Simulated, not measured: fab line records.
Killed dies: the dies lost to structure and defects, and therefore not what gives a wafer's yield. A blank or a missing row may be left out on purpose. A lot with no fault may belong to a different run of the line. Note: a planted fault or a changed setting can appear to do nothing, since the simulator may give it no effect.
Chamber matching    flow gf180mcu    3 sister chambers for GF_CONTACT_CVD_00 on hdpcvd-02
The step deposits SiO2, target thk 300 nm, time 50 s. 16 wafers are shown with their chamber, then 8 later ones without.

EACH WAFER AND ITS CHAMBER
wafer   chamber  sih4-flow-sccm (sccm)  pressure-mtorr (mTorr)
L499.1  1        60.12                  5.996
L499.3  2        60.04                  5.995
L499.4  2        59.82                  6.030
L501.1  0        60.05                  5.998
L501.2  1        60.04                  6.007
L501.5  2        60.09                  5.985
L512.2  1        59.82                  6.007
L512.3  2        60.07                  6.002
L512.4  1        59.91                  5.972
L514.1  1        59.99                  6.001
L514.2  0        60.14                  5.983
L514.4  0        60.10                  6.020
L515.2  0        60.10                  5.998
L515.5  0        59.91                  5.998
L515.6  1        60.42                  5.997
L516.1  1        60.03                  6.020

SIGNATURES, as means of the wafers listed above
reading         chamber 0  chamber 1  chamber 2  scatter within a chamber
sih4-flow-sccm  60.0600    60.0471    60.0050    0.151
pressure-mtorr  5.99940    6.00000    6.00300    0.0155
Rule: for each reading, subtract the chamber's mean from the wafer's reading, divide by that reading's scatter and square the result; add these up over the readings and take the root, which gives the wafer's distance from the chamber. If the next closest chamber is less than 2 further off than the closest, the wafer can't be placed; otherwise it belongs to the closest. The scatter: the root of (the sum of the squares of (reading less its chamber's mean) over the shown wafers, divided by (wafers less chambers)).

WAFERS MISSING THEIR CHAMBER
wafer   sih4-flow-sccm (sccm)  pressure-mtorr (mTorr)
L516.2  60.34                  5.988
L516.6  59.96                  6.016
L517.4  60.17                  6.010
L517.5  60.07                  6.004
L517.6  60.10                  5.999
L518.2  59.85                  6.001
L518.3  59.81                  5.996
L518.5  59.94                  5.997

THE CHAMBER EACH PASSED THROUGH
wafer   from the rows above           in truth
L516.2  can't be placed: 0 or 1 or 2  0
L516.6  can't be placed: 2 or 1 or 0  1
L517.4  can't be placed: 0 or 1 or 2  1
L517.5  can't be placed: 1 or 0 or 2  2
L517.6  can't be placed: 0 or 1 or 2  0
L518.2  can't be placed: 2 or 1 or 0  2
L518.3  can't be placed: 2 or 1 or 0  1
L518.5  can't be placed: 2 or 1 or 0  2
0 of 8 placed correctly. Not placeable from these rows: 8 (in 8, the candidates include the true chamber). 0 placed wrongly.
